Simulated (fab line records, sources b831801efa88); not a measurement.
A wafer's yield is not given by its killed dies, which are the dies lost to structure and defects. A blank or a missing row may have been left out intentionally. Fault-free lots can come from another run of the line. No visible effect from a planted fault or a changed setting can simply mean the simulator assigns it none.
A struck lot beside a sound one -- flow gf180mcu -- 30 steps out of a route of 602
Sound: these wafers, L753.1, L753.3, L753.6. The struck wafers were L757.1, L757.3, L757.6. At the end, the cause is stated.
At each step with rows: each side's tool, then ch and its chambers, then its first start. Under that, the readings that differ: sound wafers -- struck wafers -- difference of the means -- sigmas: that difference in standard deviations of wafers without a fault.
alike: same words and numbers on both sides, and readings whose means sit less than 2 such deviations apart. not compared: any withheld reading, any reading some wafer has no value for, any bound like >300 that may hide the same value, and any number with overlapping values for which the record gives no deviation.
The two part at a step that has a row with sigmas, a row that says differs or no value, or rows on one side only. Non-overlapping numbers with no deviation appear without sigmas and do not part them. Lack of a reading on every wafer of one side parts them only where that side has two or more wafers.

GF_STI_BOW_MEAS_00:
  sound: film metro-03 at day 2 01:00; struck: film metro-02 at day 2 21:00
  alike: INCOMING_BOW
GF_STI_OXIDATION_01: stabilise 600 s, purge 300 s, target thk 10 nm.
  sound on furnace-01 ch 0, day 2 01:07; struck on furnace-01 ch 0, day 2 21:07
reading,sound,struck,difference,sigmas
model.SiO2_of_STI_OXIDATION_01.thk nm (nm),9.561 9.618 9.542,13.01 13.13 13.11,+3.51,
  alike: spike tc centre C, zone power bottom pct
GF_STI_THK_MEAS_02:
  sound: film metro-02 at day 2 02:31; struck: film metro-04 at day 2 22:31
reading,sound,struck,difference,sigmas
STI_OXIDATION_THK (nm),9.51 9.60 9.51,13.01 13.12 13.10,+3.54,+16
then, 1 step without rows for these wafers: GF_STI_CVD_03 (deposits Si3N4 from DCS/NH3, target thk 207.16 nm, time 3551 s).
GF_STI_THK_MEAS_04:
  sound: film metro-03 at day 2 04:34; struck: film metro-02 at day 3 00:34
  alike: STI_CVD_03_THK
then, 7 steps without rows for these wafers: GF_STI_DEHYDRATE_05 (time 60 s); GF_STI_HMDS_06 (prime time 60 s); GF_STI_COAT_07 (resist thk 700 nm); GF_STI_SOFTBAKE_08 (time 60 s); GF_STI_EXPOSE_09 (exposes mask COMP, target cd 220 nm); GF_STI_PEB_10 (peb time 90 s); GF_STI_DEVELOP_11 (develop time 60 s).
GF_STI_CD_MEAS_12 targets a cd of 220 nm.
  sound: cd sem-01 at day 2 16:14; struck: cd sem-02 at day 3 12:30
  alike: cd nm
GF_STI_ETCH_13: etches the open film in CHF3/O2, stops on Si, target depth 282.31 nm, time 112.9 s.
  sound on rie diel-01 ch 0,2,3, day 2 16:21; struck on rie diel-02 ch 1,2,3, day 3 12:37
  alike: drypump motor current A, oes product au, throttle valve pct
  not compared: rf hours counter h
GF_STI_ETCH_14: etches Si in HBr/Cl2/O2, target depth 360 nm, time 102.9 s.
  sound on rie si-01 ch 0,3, day 2 16:26; struck on rie si-01 ch 0,1,2, day 3 12:42
  alike: drypump motor current A, oes product au, throttle valve pct
  not compared: rf hours counter h
GF_STI_STRIP_15: strips in O2/N2.
  sound on plasma asher-03 ch 0,1, day 2 16:30; struck on plasma asher-03 ch 0,1, day 3 12:46
  alike: drypump motor current A, heater power w, n2 flow sccm, oes product au, strip time to endpoint s
  not compared: rf hours counter h
then, 6 steps without rows for these wafers: GF_STI_CLEAN_16 (cleans in dHF, time 25 s); GF_STI_WET_ETCH_17 (etches Si3N4 in H3PO4, target depth 45 nm, time 514 s); GF_STI_CLEAN_18 (cleans in SC1/SC2, time 150 s); GF_STI_CLEAN_19 (cleans in dHF, time 20 s); GF_STI_WET_ETCH_20 (etches SiO2 in dHF, target depth 20 nm, time 400 s); GF_STI_OXIDATION_21 (stabilise 600 s, purge 300 s, target thk 15 nm).
GF_STI_THK_MEAS_22:
  sound: film metro-03 at day 2 18:35; struck: film metro-02 at day 3 18:10
  alike: STI_OXIDATION_01_THK
then, 1 step without rows for these wafers: GF_STI_CVD_23 (deposits SiO2, target thk 650 nm, time 108.3 s).
GF_STI_THK_MEAS_24:
  sound: film metro-02 at day 2 18:44; struck: film metro-03 at day 3 18:18
  alike: STI_CVD_23_THK
GF_STI_CMP_25: polishes, stops on Si3N4, t overpolish 33 s, target thk 524.6 nm.
  sound on cmp-01 ch 0,1,2, day 2 18:50; struck on cmp-01 ch 0,1, day 3 18:22
  alike: motor current A
then, 1 step without rows for these wafers: GF_STI_WET_ETCH_26 (etches SiO2 in dHF, target depth 94 nm, time 188 s).
GF_STI_WET_ETCH_27: etches Si3N4 in H3PO4, target depth 160 nm, time 1825 s.
  sound on wet bench-01 ch 0, day 2 19:09; struck on wet bench-03 ch 0, day 3 18:44
reading,sound,struck,difference,sigmas
model.SiO2_of_STI_OXIDATION_01.thk nm (nm),9.489 9.546 9.469,12.94 13.06 13.04,+3.51,
then, 1 step without rows for these wafers: GF_STI_WET_ETCH_28 (etches SiO2 in dHF, target depth 20 nm, time 40 s).
GF_PASSIVATION_PROBE_99:
  rows exist in the record for the sound wafers here (prober-01, day 29 18:58), none for the struck ones

## WHERE THEY PART
Last at GF_PASSIVATION_PROBE_99 as far as this record goes, first at GF_STI_THK_MEAS_02.

WHY: what had been put in by the simulator
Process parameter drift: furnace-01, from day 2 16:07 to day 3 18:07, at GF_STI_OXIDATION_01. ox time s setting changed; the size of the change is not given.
